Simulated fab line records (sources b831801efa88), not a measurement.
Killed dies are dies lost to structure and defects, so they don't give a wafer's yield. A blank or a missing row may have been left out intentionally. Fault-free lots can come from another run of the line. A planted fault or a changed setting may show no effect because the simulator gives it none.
Comparing a struck lot with a sound one + flow sky130 + 15 steps out of a route of 708
Sound: wafers L206.2, L206.3, L206.6. Wafers struck: L212.1, L212.3, L212.5. The cause is named last.
Per side, at each step with rows, come the tool, then ch with its chambers, and then its first start. Under that, the readings that differ: sound wafers + struck wafers + difference of the means + sigmas: that difference in standard deviations of wafers without a fault.
alike: a reading whose means differ by less than 2 such deviations, as well as words and numbers matching on both sides. not compared: withheld readings; readings where some wafer has no value; bounds like >300 that might hide an equal value; numbers whose values overlap and for which the record gives no deviation.
The two part at a step that has a row with sigmas, a row that says differs or no value, or rows on one side only. Numbers that don't overlap but have no deviation are shown without sigmas and don't part them. Lack of a reading on every wafer of one side parts them only where that side has two or more wafers.

first, 8 steps without rows for these wafers: SKY_METAL3_DEHYDRATE_05 (time 60 s); SKY_METAL3_HMDS_06 (prime time 60 s); SKY_METAL3_COAT_07 (resist thk 60 nm); SKY_METAL3_COAT_08 (resist thk 1140 nm); SKY_METAL3_SOFTBAKE_09 (time 90 s); SKY_METAL3_EXPOSE_10 (exposes mask MM3, target cd 300 nm); SKY_METAL3_PEB_11; SKY_METAL3_DEVELOP_12 (develop time 60 s).
SKY_METAL3_CD_MEAS_13: target cd 300 nm.
  sound on cd-sem-02 at day 41 19:21; struck on cd-sem-02 at day 43 11:00
  alike: cd-nm
SKY_METAL3_OVL_MEAS_14:
  sound on overlay-01 at day 41 19:28; struck on overlay-01 at day 43 11:07
  alike: METAL3_OVL
SKY_METAL3_DESCUM_15: chemistry O2, time 8 s.
  sound on rie-metal-01 ch 0,1, day 41 19:29; struck on rie-metal-04 ch 0,1, day 43 11:10
  alike: drypump-motor-current-A, he-backside-leak-sccm, oes-product-au, temp-c
  not compared: rf-hours-counter-h
SKY_METAL3_ETCH_16: etches BARC in N2/H2, stops on SiO2, time 88.2 s, target depth 60 nm.
  sound on rie-metal-01 ch 0,1, day 41 19:31; struck on rie-metal-04 ch 0,1, day 43 11:11
  alike: bias-w, chamber-pressure-mTorr, drypump-motor-current-A, he-backside-leak-sccm, oes-product-au, throttle-valve-pct
  not compared: rf-hours-counter-h
SKY_METAL3_ETCH_17: etches SiO2 in C4F8/O2/Ar, stops on TiN, time 3.9 s, target depth 15 nm.
  sound on rie-diel-03 ch 0,1,2, day 41 19:37; struck on rie-diel-03 ch 1,3, day 43 11:17
  no value came back on the struck wafers for bias-w (W), chamber-pressure-mTorr (mTorr), oes-product-au (a.u.); on the sound wafers bias-w (W) reads 1195 1203 1202
  not compared: rf-hours-counter-h
SKY_METAL3_METAL_ETCH_18: etches the open film in Cl2/BCl3, stops on SiO2, target depth 845 nm, time 183.1 s.
  sound on rie-metal-04 ch 0,1, day 41 19:38; struck on rie-metal-02 ch 0,1, day 43 11:18
  alike: bcl3-flow-sccm, bias-w, drypump-motor-current-A, he-backside-leak-sccm, oes-product-au, throttle-valve-pct
  not compared: rf-hours-counter-h
-- the record jumps here: 6 days lie between the struck wafers' starts before and after (it left off in module METAL3 and takes up again in module PAD_OPEN, whose first step shown is number 708 of the route) --
SKY_PAD_OPEN_PROBE_99:
  sound on prober-01 at day 48 16:32; struck on prober-02 at day 49 21:56
| reading                  | sound          | struck                                                               | difference                   | sigmas |
|--------------------------|----------------|----------------------------------------------------------------------|------------------------------|--------|
| hold                     | - - -          | await-dispo/6.1h/scrap await-dispo/6.1h/scrap await-dispo/6.1h/scrap | no value on the sound wafers |        |
| defect-limited-yield (%) | 83.9 82.7 79.7 | 0 0 0                                                                | -82                          | -37    |
| killed_at_M0_to_M3       | 30 37 42       | 450 445 451                                                          | +412                         | +55    |
| killed-dies              | 79 85 100      | 492 492 492                                                          | +404                         | +37    |
| killed-on-rim            | 17 16 19       | 96 96 96                                                             | +79                          | +22    |
| sort_bin_5_function (%)  | 9.8 11.8 11.6  | 90.9 93.1 92.3                                                       | +81.0                        | +51    |
| sort-n-pass              | 413 407 392    | 0 0 0                                                                | -404                         | -37    |
| sort-yield-pct (%)       | 83.9 82.7 79.7 | 0 0 0                                                                | -82                          | -37    |
  alike: killed_at_M4_up, killed-at-contacts, killed-at-front-end, killed-at-other, killed-open, killed-short, sort_bin_3_pad_short, sort_bin_6_memory

WHERE THEY PART
At SKY_METAL3_ETCH_17 first; at SKY_PAD_OPEN_PROBE_99 last (within this record only).

WHY: what had been put in by the simulator
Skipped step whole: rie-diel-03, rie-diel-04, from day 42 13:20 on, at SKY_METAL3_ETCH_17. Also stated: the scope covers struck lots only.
